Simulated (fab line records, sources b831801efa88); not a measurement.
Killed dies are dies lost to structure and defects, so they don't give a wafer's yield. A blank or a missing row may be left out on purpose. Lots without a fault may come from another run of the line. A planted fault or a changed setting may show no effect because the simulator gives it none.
fab line records | flow sky130
record lots=11 wafers=33 last_day=50
route steps=708 shown LDD_P@263 LDD_HVP@285 SPACER@304 PAD_OPEN@708
lots that met no fault: from a run of the same line without faults
start_h: hours from the record's first day to the start of the lot's first wafer shown | wait_h: hours since the lot's step before | " the same as in the row above | L1.1+2: a row that stands for several wafers | - no value, or no start given | * or withheld: withheld | < > ~ a bound
route shown NAME@n: a module of which the file shows steps, and the number in the route of the first | usual: mean/standard deviation of fault-free wafers | same: alike in all rows | chamber/n: place in a boat | sites: the reading at each site | _std_site: their standard deviation | _edge_site: outer sites' mean less inner sites' | radius_mm: how far each site lies from the wafer's centre | mask NAME#n: copy n | behind: the tool/chamber that last shaped the wafer | hold: why the lot was held/for how many hours/how that ended | device: the transistor (n, p or np) that didn't switch | end of line: the same wafers' tests at the end of the route | a step without rows: its recipe alone | killed: dies lost to structure and defects at the first sort, not the wafer's yield | map: a wafer's dies, x killed, . not, _ none there
set.NAME: the setting as run; set.NAME@STEP: as run at that earlier step | model.NAME: the simulator's own value behind a step, which no gauge read
steps of the route over a sample of lots; a table a step, a row a wafer
services: from which hour (start_h, from the record's first day; less than 0 if before it) a tool's chamber was out of use, for how many hours, and why
## steps
# step SKY_LDD_P_OVL_MEAS_08
# usual LDD_P_OVL=0.4/1.4
# columns lot.wafer tool chamber start_h wait_h LDD_P_OVL[nm]
L451.1 overlay-01 - 461.35 0.1 1.7
L451.2 " - " " 2.4
L451.3 " - " " 1.8
L450.1 overlay-01 - 461.65 0.1 -0.8
L450.3 " - " " 0.6
L450.5 " - " " 1.4
L452.3 overlay-01 - 466.01 0.1 2.4
L452.4 " - " " 0.9
L452.5 " - " " 2.0
L453.2 overlay-02 - 473.42 0.1 0.7
L453.4 " - " " 0.2
L453.6 " - " " 0.2
L454.3 overlay-02 - 479.33 0.1 0.8
L454.5 " - " " 1.3
L454.6 " - " " 1.2
L456.2 overlay-01 - 498.47 0.1 2.1
L456.3 " - " " 2.2
L456.6 " - " " 1.5
L458.1 overlay-02 - 512.45 0.1 1.5
L458.3 " - " " 2.0
L458.4 " - " " 2.5
L469.2 overlay-02 - 605.43 0.1 0.8
L469.3 " - " " -0.3
L469.4 " - " " 0.9
L470.2 overlay-01 - 613.98 0.1 -0.1
L470.5 " - " " -0.6
L470.6 " - " " 0.3
L471.4 overlay-01 - 617.85 0.1 0.1
L471.5 " - " " -1.5
L471.6 " - " " 0.3
L472.1 overlay-01 - 624.13 0.1 0.1
L472.3 " - " " -1.2
L472.6 " - " " 0.1
# step SKY_LDD_P_TW_MEAS_11
# usual LDD_P_TW=632/5
# columns lot.wafer tool chamber start_h wait_h LDD_P_TW
L451.1 film_metro-01 - 461.63 0.1 631
L451.2 " - " " 630
L451.3 " - " " 630
L450.1 film_metro-02 - 461.93 0.1 635
L450.3 " - " " 635
L450.5 " - " " 636
L452.3 film_metro-02 - 466.30 0.1 636
L452.4 " - " " 634
L452.5 " - " " 634
L453.2 film_metro-01 - 473.71 0.1 632
L453.4 " - " " 628
L453.6 " - " " 632
L454.3 film_metro-01 - 479.71 0.1 631
L454.5 " - " " 630
L454.6 " - " " 631
L456.2 film_metro-03 - 498.76 0.1 634
L456.3 " - " " 637
L456.6 " - " " 635
L458.1 film_metro-02 - 512.73 0.1 641
L458.3 " - " " 637
L458.4 " - " " 638
L469.2 film_metro-01 - 605.72 0.1 627
L469.3 " - " " 627
L469.4 " - " " 627
L470.2 film_metro-01 - 614.27 0.1 628
L470.5 " - " " 626
L470.6 " - " " 626
L471.4 film_metro-02 - 618.14 0.1 635
L471.5 " - " " 629
L471.6 " - " " 636
L472.1 film_metro-03 - 624.41 0.1 622
L472.3 " - " " 622
L472.6 " - " " 621
# step SKY_LDD_HVP_OVL_MEAS_07
# usual LDD_HVP_OVL=-0.3/1.4
# columns lot.wafer tool chamber start_h wait_h LDD_HVP_OVL[nm]
L451.1 overlay-01 - 522.16 0.1 -0.8
L451.2 " - " " -1.6
L451.3 " - " " -1.7
L450.1 overlay-01 - 522.68 0.1 -0.5
L450.3 " - " " 1.0
L450.5 " - " " 0.1
L452.3 overlay-01 - 527.37 0.1 1.4
L452.4 " - " " 1.6
L452.5 " - " " -0.6
L453.2 overlay-02 - 534.43 0.1 0.1
L453.4 " - " " -0.9
L453.6 " - " " -0.1
L454.3 overlay-01 - 539.12 0.1 -0.4
L454.5 " - " " -0.3
L454.6 " - " " -0.5
L456.2 overlay-02 - 558.88 0.1 0.2
L456.3 " - " " 1.8
L456.6 " - " " 2.5
L458.1 overlay-02 - 572.26 0.1 -2.5
L458.3 " - " " -1.8
L458.4 " - " " -2.3
L469.2 overlay-01 - 663.61 0.1 -0.9
L469.3 " - " " 1.2
L469.4 " - " " 0.1
L470.2 overlay-01 - 670.93 0.1 0.4
L470.5 " - " " 1.1
L470.6 " - " " 0.8
L471.4 overlay-01 - 675.22 0.1 -0.2
L471.5 " - " " -1.0
L471.6 " - " " -1.6
L472.1 overlay-02 - 681.18 0.1 -0.5
L472.3 " - " " 0.3
L472.6 " - " " -1.0
# step SKY_SPACER_CVD_00
# recipe material=Si3N4 precursor=DCS/NH3 target_thk_nm=43.1 temp_c=770 time_s=740 pressure_mtorr=250
# usual spike_tc_bottom_C=793.8/1.5 spike_tc_centre_C=770.0/1.4 spike_tc_lower_C=770.6/1.4 spike_tc_top_C=784/3.7 spike_tc_upper_C=770.6/1.1 susceptor_temp_C=769.9/0.38 zone_power_lower_pct=13.0/0.31
# columns lot.wafer tool chamber start_h wait_h spike_tc_bottom_C spike_tc_centre_C spike_tc_lower_C spike_tc_top_C spike_tc_upper_C susceptor_temp_C zone_power_lower_pct
L451.1 lpcvd-02 1 552.95 0.0 795.1 771.9 768.4 780 768.7 769.9 12.4
L451.2 " 1 " " 796.2 772.3 768.4 780 770.5 769.6 12.7
L451.3 " 1 " " 794.9 771.1 771.6 779 771.5 769.3 12.5
L450.1 lpcvd-02 0 554.16 0.9 792.4 769.6 773.4 786 770.6 770.1 13.2
L450.3 " 0 " " 795.0 768.4 771.4 787 770.3 769.8 13.2
L450.5 " 0 " " 792.6 769.7 772.7 787 770.5 770.0 13.2
L452.3 lpcvd-02 1 559.16 0.8 797.0 769.4 769.5 780 770.2 769.8 12.5
L452.4 " 1 " " 794.8 770.8 768.6 782 769.7 769.4 12.6
L452.5 " 1 " " 794.4 771.6 768.9 776 771.5 769.8 12.6
L453.2 lpcvd-02 1 564.69 0.0 795.4 771.5 769.7 779 771.5 770.0 12.9
L453.4 " 1 " " 795.0 769.9 770.1 781 771.1 770.4 12.6
L453.6 " 1 " " 795.3 770.3 768.8 779 770.8 769.9 12.6
L454.3 lpcvd-02 1 569.40 0.0 794.7 770.9 769.1 779 769.4 769.9 12.5
L454.5 " 1 " " 795.1 772.4 770.3 780 770.1 770.0 12.6
L454.6 " 1 " " 796.1 772.2 768.3 779 771.6 770.4 12.3
L456.2 lpcvd-02 1 589.55 0.0 794.4 771.2 772.1 778 770.3 769.1 12.7
L456.3 " 1 " " 795.5 771.5 768.4 780 769.9 768.8 12.7
L456.6 " 1 " " 794.7 771.0 770.3 780 768.7 769.1 12.6
L458.1 lpcvd-02 0 604.08 1.7 781.2 757.2 756.5 774 756.1 756.3 12.8
L458.3 " 0 " " 779.5 756.7 759.3 773 756.3 756.5 13.0
L458.4 " 0 " " 778.4 758.4 756.2 773 756.8 755.9 12.7
L469.2 lpcvd-02 0 693.20 0.0 794.4 770.5 769.6 786 768.8 769.9 13.3
L469.3 " 0 " " 793.0 768.8 772.4 787 770.0 770.1 13.1
L469.4 " 0 " " 793.8 770.8 772.5 787 770.4 770.1 13.4
L470.2 lpcvd-02 0 700.59 0.0 792.4 768.9 769.8 787 770.7 770.0 13.2
L470.5 " 0 " " 793.0 768.6 770.3 787 770.5 770.2 13.0
L470.6 " 0 " " 791.0 769.0 772.7 787 771.0 770.0 13.5
L471.4 lpcvd-02 1 705.92 0.9 794.8 769.5 768.7 780 770.5 769.8 12.7
L471.5 " 1 " " 796.7 770.4 768.5 779 771.6 770.2 12.5
L471.6 " 1 " " 794.2 772.0 769.1 781 768.0 770.0 12.8
L472.1 lpcvd-02 0 711.28 0.4 794.3 768.9 771.6 787 771.1 770.1 13.1
L472.3 " 0 " " 791.0 768.9 770.9 787 770.4 769.9 13.0
L472.6 " 0 " " 792.1 770.3 769.6 785 771.5 769.8 13.0
# step SKY_SPACER_THK_MEAS_01
# recipe reads=Si3N4_of_SPACER_CVD_00
# usual SPACER_CVD_00_THK=43.2/0.39
# columns lot.wafer tool chamber start_h wait_h SPACER_CVD_00_THK[nm]
L451.1 film_metro-03 - 554.16 0.0 43.3
L451.2 " - " " 43.3
L451.3 " - " " 43.1
L450.1 film_metro-01 - 555.37 0.0 43.2
L450.3 " - " " 43.4
L450.5 " - " " 43.4
L452.3 film_metro-01 - 560.39 0.0 43.5
L452.4 " - " " 43.1
L452.5 " - " " 43.2
L453.2 film_metro-02 - 565.90 0.0 43.3
L453.4 " - " " 43.1
L453.6 " - " " 43.2
L454.3 film_metro-02 - 570.63 0.0 43.3
L454.5 " - " " 42.9
L454.6 " - " " 43.0
L456.2 film_metro-01 - 590.77 0.0 42.7
L456.3 " - " " 42.9
L456.6 " - " " 42.6
L458.1 film_metro-01 - 605.29 0.0 33.4
L458.3 " - " " 33.0
L458.4 " - " " 33.1
L469.2 film_metro-03 - 694.42 0.0 43.2
L469.3 " - " " 42.9
L469.4 " - " " 43.2
L470.2 film_metro-02 - 701.81 0.0 43.0
L470.5 " - " " 43.4
L470.6 " - " " 42.8
L471.4 film_metro-03 - 707.16 0.0 42.4
L471.5 " - " " 42.3
L471.6 " - " " 42.7
L472.1 film_metro-01 - 712.51 0.0 43.3
L472.3 " - " " 43.0
L472.6 " - " " 43.3
# step SKY_SPACER_ETCHBACK_02
# recipe chemistry=CH3F/O2 target=Si3N4 stop_on=SiO2 source_w=400 bias_w=80 pressure_mtorr=25 ch3f_flow_sccm=40 O2_flow_sccm=30 time_s=46.7 target_depth_a=450
# usual drypump_motor_current_A=5.6/0.4 oes_product_au=0.855/0.0065 rf_fwd_power_W=396.5/1.5 throttle_valve_pct=10.563/0.0091
# columns lot.wafer tool chamber start_h wait_h drypump_motor_current_A oes_product_au rf_fwd_power_W rf_hours_counter_h throttle_valve_pct
L451.1 rie_diel-03 0 554.22 0.1 5.8 0.854 397.1 1 10.562
L451.2 " 2 " " 5.9 0.856 398.8 6 10.563
L451.3 " 3 " " 5.3 0.856 395.1 42 10.558
L450.1 rie_diel-04 0 555.43 0.1 5.8 0.852 396.7 58 10.548
L450.3 " 2 " " 6.2 0.851 395.5 5 10.557
L450.5 " 2 " " 6.2 0.853 397.6 - 10.572
L452.3 rie_diel-04 0 560.43 0.0 5.8 0.853 397.9 59 10.566
L452.4 " 3 " " 4.9 0.858 396.3 - 10.564
L452.5 " 0 " " 5.8 0.858 398.9 - 10.576
L453.2 rie_diel-04 3 565.95 0.0 4.9 0.856 398.0 30 10.574
L453.4 " 2 " " 6.2 0.857 394.0 6 10.563
L453.6 " 0 " " 5.8 0.853 396.4 - 10.552
L454.3 rie_diel-02 0 570.67 0.0 5.1 0.851 395.3 2 10.551
L454.5 " 2 " " 5.7 0.861 394.9 - 10.559
L454.6 " 3 " " 6.1 0.856 397.9 - 10.567
L456.2 rie_diel-03 1 590.82 0.0 4.9 0.850 396.3 0 10.562
L456.3 " 0 " " 5.8 0.859 395.9 2 10.577
L456.6 " 2 " " 5.8 0.853 396.1 - 10.553
L458.1 rie_diel-03 0 605.35 0.1 5.9 0.751 397.0 2 10.550
L458.3 " 2 " " 5.8 0.752 398.5 7 10.539
L458.4 " 1 " " 4.9 0.735 393.8 1 10.535
L469.2 rie_diel-03 3 694.47 0.0 5.3 0.854 395.9 45 10.566
L469.3 " 1 " " 5.0 0.851 396.0 2 10.576
L469.4 " 2 " " 5.9 0.854 396.8 8 10.560
L470.2 rie_diel-04 0 701.86 0.0 5.8 0.852 396.8 0 10.546
L470.5 " 1 " " 5.5 0.851 397.9 - 10.552
L470.6 " 2 " " 6.2 0.855 394.2 - 10.559
L471.4 rie_diel-02 3 707.21 0.0 6.1 0.850 398.3 - 10.567
L471.5 " 1 " " 5.5 0.839 396.0 - 10.566
L471.6 " 2 " " 5.7 0.848 395.7 - 10.540
L472.1 rie_diel-02 2 712.57 0.1 5.7 0.853 398.8 10 10.570
L472.3 " 3 " " 6.1 0.857 397.7 7 10.547
L472.6 " 2 " " 5.7 0.856 398.7 - 10.567
# step SKY_PAD_OPEN_PROBE_99
# usual killed_at_M0_to_M3=42/6.8 killed_at_M4_up=3.4/1.8 killed_at_contacts=25/5.7 killed_at_front_end=16/4.8 killed_at_other=0.2/0.39 killed_dies=87/9.6 killed_open=47/6.9 killed_short=40/6.3
# same gross_dies=492 killed_at_back_side=0
# columns lot.wafer tool chamber start_h wait_h killed_at_M0_to_M3 killed_at_M4_up killed_at_contacts killed_at_front_end killed_at_other killed_dies killed_open killed_short
L451.1 prober-02 - 1094.03 0.1 37 3 25 17 0 82 39 43
L451.2 prober-02 - 1094.08 0.1 44 3 32 17 0 96 43 53
L451.3 prober-02 - 1094.13 0.2 45 9 27 26 0 107 58 49
L450.1 prober-01 - 1095.68 0.1 51 3 32 17 0 103 54 49
L450.3 prober-01 - 1095.78 0.2 45 2 20 14 0 81 51 30
L450.5 prober-01 - 1095.88 0.2 39 5 15 16 0 75 41 34
L452.3 prober-02 - 1099.03 0.2 31 3 29 22 0 85 49 36
L452.4 prober-02 - 1099.08 0.2 52 2 22 15 0 91 47 44
L452.5 prober-02 - 1099.13 0.2 50 4 16 13 0 83 48 35
L453.2 prober-01 - 1102.53 0.1 43 6 18 16 0 83 51 32
L453.4 prober-01 - 1102.63 0.2 42 3 24 7 0 76 43 33
L453.6 prober-01 - 1102.73 0.2 38 4 35 19 1 97 45 52
L454.3 prober-01 - 1107.53 0.2 36 3 23 19 0 81 40 41
L454.5 prober-01 - 1107.63 0.2 39 7 19 21 1 87 41 46
L454.6 prober-01 - 1107.68 0.2 42 3 15 11 0 71 33 38
L456.2 prober-02 - 1118.53 0.1 40 3 28 11 0 82 42 40
L456.3 prober-02 - 1118.58 0.2 29 4 20 18 0 71 36 35
L456.6 prober-02 - 1118.73 0.2 42 2 26 24 0 94 63 31
L458.3 prober-02 - 1131.48 0.2 51 3 31 13 0 98 60 37
L458.4 prober-02 - 1131.53 0.2 42 4 38 17 0 101 62 39
L469.2 prober-01 - 1186.14 0.1 49 4 27 19 0 99 51 48
L469.3 prober-01 - 1186.19 0.2 37 5 31 12 1 86 47 39
L469.4 prober-01 - 1186.24 0.2 41 0 32 17 0 90 50 40
L470.2 prober-02 - 1189.52 0.1 37 5 31 16 0 89 41 48
L470.5 prober-02 - 1189.67 0.2 49 4 22 26 0 101 53 48
L470.6 prober-02 - 1189.72 0.2 34 4 27 9 1 75 45 30
L471.4 prober-01 - 1190.77 0.2 57 2 20 14 0 93 50 43
L471.5 prober-01 - 1190.82 0.2 54 0 24 9 0 87 42 45
L471.6 prober-01 - 1190.87 0.2 48 5 15 8 0 76 42 34
L472.1 prober-02 - 1195.00 0.1 30 3 25 18 1 77 38 39
L472.3 prober-02 - 1195.10 0.2 44 5 16 17 1 83 46 37
L472.6 prober-02 - 1195.25 0.2 39 6 29 9 0 83 44 39
# killed by level:class
L451.1 CONTACT:geometric_particle:open=8 METAL1:geometric_particle:short=8 LI_CONTACT:geometric_particle:open=7 VIA1:geometric_particle:open=7 VIA3:geometric_particle:open=7 CONTACT:geometric_particle:short=5 FIELD_ISO:geometric_particle:short=4 FIELD_ISO:geometric_particle:open=4
L451.2 CONTACT:geometric_particle:open=13 METAL1:geometric_particle:short=9 VIA1:geometric_particle:open=8 FIELD_ISO:geometric_particle:short=7 LI_CONTACT:geometric_particle:open=7 CONTACT:geometric_particle:short=5 VIA2:geometric_particle:open=5 VIA1:geometric_particle:short=4
L451.3 CONTACT:geometric_particle:open=11 VIA1:geometric_particle:open=10 FIELD_ISO:geometric_particle:short=6 FIELD_ISO:geometric_particle:open=6 POLY_GATE:geometric_particle:open=6 VIA2:geometric_particle:open=6 METAL1:geometric_particle:short=6 METAL4:geometric_particle:short=6
L450.1 VIA1:geometric_particle:open=10 METAL2:geometric_particle:short=9 LI_CONTACT:geometric_particle:open=9 CONTACT:geometric_particle:open=8 LOCAL_INTERCONNECT:geometric_particle:short=6 METAL1:geometric_particle:short=5 FIELD_ISO:geometric_particle:open=5 VIA3:geometric_particle:open=5
L450.3 VIA1:geometric_particle:open=9 VIA3:geometric_particle:open=8 VIA2:geometric_particle:open=7 CONTACT:geometric_particle:open=7 FIELD_ISO:geometric_particle:open=6 LI_CONTACT:geometric_particle:open=6 METAL3:geometric_particle:short=5 LOCAL_INTERCONNECT:geometric_particle:short=4
L450.5 VIA1:geometric_particle:open=9 FIELD_ISO:geometric_particle:short=5 CONTACT:geometric_particle:open=5 VIA2:geometric_particle:open=5 VIA3:geometric_particle:open=5 POLY_GATE:geometric_particle:short=4 LI_CONTACT:geometric_particle:open=4 CONTACT:geometric_particle:short=4
L452.3 CONTACT:geometric_particle:open=12 VIA3:geometric_particle:open=8 METAL2:geometric_particle:short=7 FIELD_ISO:geometric_particle:open=6 LI_CONTACT:geometric_particle:open=6 FIELD_ISO:geometric_particle:short=5 LOCAL_INTERCONNECT:geometric_particle:short=5 VIA1:geometric_particle:open=5
L452.4 VIA2:geometric_particle:short=10 VIA3:geometric_particle:open=9 VIA1:geometric_particle:open=8 VIA2:geometric_particle:open=7 LI_CONTACT:geometric_particle:open=6 CONTACT:geometric_particle:open=5 METAL2:geometric_particle:short=5 VIA3:geometric_particle:short=5
L452.5 VIA1:geometric_particle:open=10 VIA3:geometric_particle:open=10 METAL3:geometric_particle:short=6 CONTACT:geometric_particle:open=6 METAL2:geometric_particle:short=6 VIA2:geometric_particle:open=6 FIELD_ISO:geometric_particle:open=4 LI_CONTACT:geometric_particle:open=4
L453.2 VIA1:geometric_particle:open=16 LI_CONTACT:geometric_particle:open=9 VIA2:geometric_particle:open=6 FIELD_ISO:geometric_particle:short=5 CONTACT:geometric_particle:open=5 METAL2:geometric_particle:short=5 METAL3:geometric_particle:short=5 METAL4:geometric_particle:short=4
L453.4 VIA1:geometric_particle:open=13 CONTACT:geometric_particle:open=10 LOCAL_INTERCONNECT:geometric_particle:short=6 METAL2:geometric_particle:short=5 VIA2:geometric_particle:open=5 VIA3:geometric_particle:open=5 METAL1:geometric_particle:short=4 METAL4:geometric_particle:short=3
L453.6 LI_CONTACT:geometric_particle:open=10 CONTACT:geometric_particle:open=10 FIELD_ISO:geometric_particle:short=9 METAL2:geometric_particle:short=8 VIA1:geometric_particle:open=6 LOCAL_INTERCONNECT:geometric_particle:short=6 METAL1:geometric_particle:short=6 LI_CONTACT:geometric_particle:short=4
L454.3 VIA1:geometric_particle:open=11 METAL1:geometric_particle:short=8 CONTACT:geometric_particle:open=8 POLY_GATE:geometric_particle:short=6 LOCAL_INTERCONNECT:geometric_particle:short=5 CONTACT:geometric_particle:short=5 FIELD_ISO:geometric_particle:short=4 POLY_GATE:geometric_particle:open=4
L454.5 FIELD_ISO:geometric_particle:open=7 METAL4:geometric_particle:short=7 LI_CONTACT:geometric_particle:open=7 FIELD_ISO:geometric_particle:short=6 METAL1:geometric_particle:short=6 VIA1:geometric_particle:open=6 VIA3:geometric_particle:open=6 CONTACT:geometric_particle:open=5
L454.6 VIA1:geometric_particle:open=8 METAL1:geometric_particle:short=6 VIA2:geometric_particle:open=6 VIA3:geometric_particle:short=5 VIA3:geometric_particle:open=5 POLY_GATE:geometric_particle:open=4 LOCAL_INTERCONNECT:geometric_particle:short=4 CONTACT:geometric_particle:short=4
L456.2 CONTACT:geometric_particle:open=11 CONTACT:geometric_particle:short=8 VIA1:geometric_particle:open=8 LOCAL_INTERCONNECT:geometric_particle:short=6 VIA2:geometric_particle:open=6 FIELD_ISO:geometric_particle:open=4 METAL1:geometric_particle:short=4 VIA1:geometric_particle:short=4
L456.3 CONTACT:geometric_particle:open=9 FIELD_ISO:geometric_particle:open=7 VIA1:geometric_particle:open=7 POLY_GATE:geometric_particle:short=5 CONTACT:geometric_particle:short=5 LI_CONTACT:geometric_particle:open=4 VIA1:geometric_particle:short=4 METAL1:geometric_particle:short=4
L456.6 CONTACT:geometric_particle:open=12 VIA3:geometric_particle:open=11 VIA1:geometric_particle:open=10 FIELD_ISO:geometric_particle:open=7 VIA2:geometric_particle:open=7 POLY_GATE:geometric_particle:short=6 LI_CONTACT:geometric_particle:open=5 LOCAL_INTERCONNECT:geometric_particle:short=5
L458.3 VIA1:geometric_particle:open=17 CONTACT:geometric_particle:open=13 CONTACT:geometric_particle:short=8 LI_CONTACT:geometric_particle:open=7 POLY_GATE:geometric_particle:open=6 VIA2:geometric_particle:open=6 METAL2:geometric_particle:short=6 METAL1:geometric_particle:short=5
L458.4 CONTACT:geometric_particle:open=21 VIA3:geometric_particle:open=8 LI_CONTACT:geometric_particle:open=8 POLY_GATE:geometric_particle:open=6 VIA1:geometric_particle:open=6 METAL1:geometric_particle:short=6 VIA1:geometric_particle:short=6 VIA2:geometric_particle:open=4
L469.2 CONTACT:geometric_particle:open=14 METAL2:geometric_particle:short=11 VIA3:geometric_particle:open=9 FIELD_ISO:geometric_particle:open=6 POLY_GATE:geometric_particle:short=6 LI_CONTACT:geometric_particle:open=6 VIA1:geometric_particle:open=6 FIELD_ISO:geometric_particle:short=5
L469.3 LI_CONTACT:geometric_particle:open=11 CONTACT:geometric_particle:open=10 VIA1:geometric_particle:short=6 CONTACT:geometric_particle:short=6 VIA1:geometric_particle:open=6 VIA3:geometric_particle:open=5 FIELD_ISO:geometric_particle:short=4 METAL1:geometric_particle:short=4
L469.4 VIA1:geometric_particle:open=11 LI_CONTACT:geometric_particle:open=9 CONTACT:geometric_particle:open=8 CONTACT:geometric_particle:short=7 LOCAL_INTERCONNECT:geometric_particle:short=5 METAL2:geometric_particle:short=5 POLY_GATE:geometric_particle:short=4 METAL2:geometric_particle:open=4
L470.2 VIA1:geometric_particle:open=9 LI_CONTACT:geometric_particle:open=8 LOCAL_INTERCONNECT:geometric_particle:short=8 POLY_GATE:geometric_particle:short=6 METAL1:geometric_particle:short=6 METAL2:geometric_particle:short=6 LI_CONTACT:geometric_particle:short=5 CONTACT:geometric_particle:open=5
L470.5 VIA1:geometric_particle:open=13 FIELD_ISO:geometric_particle:short=7 FIELD_ISO:geometric_particle:open=7 LI_CONTACT:geometric_particle:open=7 METAL2:geometric_particle:short=6 VIA3:geometric_particle:short=6 POLY_GATE:geometric_particle:open=5 VIA3:geometric_particle:open=5
L470.6 CONTACT:geometric_particle:open=12 LI_CONTACT:geometric_particle:open=10 VIA3:geometric_particle:open=6 VIA1:geometric_particle:open=5 METAL1:geometric_particle:short=4 METAL2:geometric_particle:short=4 VIA2:geometric_particle:short=4 VIA2:geometric_particle:open=3
L471.4 VIA1:geometric_particle:open=18 METAL2:geometric_particle:short=9 FIELD_ISO:geometric_particle:short=5 VIA1:geometric_particle:short=5 CONTACT:geometric_particle:short=5 VIA2:geometric_particle:open=5 VIA3:geometric_particle:open=5 FIELD_ISO:geometric_particle:open=4
L471.5 VIA1:geometric_particle:open=12 LI_CONTACT:geometric_particle:open=8 METAL1:geometric_particle:short=8 METAL2:geometric_particle:short=8 VIA3:geometric_particle:open=8 CONTACT:geometric_particle:short=6 CONTACT:geometric_particle:open=5 VIA1:geometric_particle:short=5
L471.6 VIA1:geometric_particle:open=13 VIA3:geometric_particle:open=8 CONTACT:geometric_particle:open=7 METAL2:geometric_particle:short=5 METAL1:geometric_particle:short=5 METAL3:geometric_particle:short=5 POLY_GATE:geometric_particle:short=4 VIA2:geometric_particle:open=4
L472.1 FIELD_ISO:geometric_particle:open=7 LI_CONTACT:geometric_particle:open=6 LOCAL_INTERCONNECT:geometric_particle:short=6 CONTACT:geometric_particle:open=6 VIA1:geometric_particle:open=5 VIA2:geometric_particle:open=5 FIELD_ISO:geometric_particle:short=4 CONTACT:geometric_particle:short=4
L472.3 VIA1:geometric_particle:open=10 VIA3:geometric_particle:open=8 FIELD_ISO:geometric_particle:open=7 METAL1:geometric_particle:short=6 VIA2:geometric_particle:open=6 LOCAL_INTERCONNECT:geometric_particle:short=5 LI_CONTACT:geometric_particle:open=4 CONTACT:geometric_particle:open=4
L472.6 VIA1:geometric_particle:open=10 CONTACT:geometric_particle:open=8 VIA2:geometric_particle:open=7 LI_CONTACT:geometric_particle:open=6 CONTACT:geometric_particle:short=6 METAL2:geometric_particle:short=6 VIA3:geometric_particle:open=5 METAL4:geometric_particle:short=5
## services
# columns tool chamber start_h hours kind
rie_diel-02 - 529.25 0.8 repair
rie_diel-04 1 534.06 15.2 repair
rie_diel-04 2 536.18 10.0 repair
rie_diel-04 0 537.94 7.6 repair
rie_diel-04 1 553.12 9.9 repair
rie_diel-03 1 553.62 - clean
rie_diel-03 1 553.62 10.6 scheduled_down
rie_diel-03 1 553.62 10.6 vent_cycle
rie_diel-04 - 563.53 1.1 repair
rie_diel-02 3 574.72 3.8 repair
rie_diel-03 0 575.07 8.2 repair
rie_diel-02 2 575.22 14.7 repair
rie_diel-02 - 604.39 2.8 pm
rie_diel-03 1 625.42 7.7 repair
rie_diel-03 1 637.27 28.4 repair
rie_diel-04 0 672.66 - clean
rie_diel-04 0 672.66 23.1 scheduled_down
rie_diel-04 0 672.66 23.1 vent_cycle
rie_diel-02 0 705.16 16.2 repair
rie_diel-04 0 709.65 5.2 repair
rie_diel-03 0 712.52 48.8 repair
## key
first_sign step=SKY_SPACER_CVD_00 reading=susceptor_temp_C direction=down sigmas=36 usual=* struck=*
effect step=SKY_SPACER_CVD_00 reading=spike_tc_upper_C direction=down sigmas=12 usual=770.6 struck=756.4
effect step=SKY_SPACER_THK_MEAS_01 reading=SPACER_CVD_00_THK direction=down sigmas=26 usual=43.2 struck=33.2
effect step=SKY_SPACER_ETCHBACK_02 reading=oes_product_au direction=down sigmas=17 usual=0.855 struck=0.746
met_at SKY_SPACER_CVD_00
struck_lots L458
struck_wafers L458.1,L458.3,L458.4
rows_end L458.1
tester_left_out L458
not_acting_at SKY_LDD_P_OVL_MEAS_08,SKY_LDD_P_TW_MEAS_11,SKY_LDD_HVP_OVL_MEAS_07
onset_between 554.16 604.08
fault kind=process_parameter_drift tool=lpcvd-02 chamber=0 onset_h=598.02 steps=SKY_SPACER_CVD_00 channel=temp_c offset=* shape=step end_h=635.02 acts_in=* stated=*
# tester_left_out: of these lots the tester's yield and bins aren't shown, on N5 and GAA mostly nor the transistor test; their killed dies are dies lost to structure and defects alone, not to doping, threshold or leakage, so they don't give the yield
# rows_end: these wafers met a further fault down the route, and their rows from its step on are left out
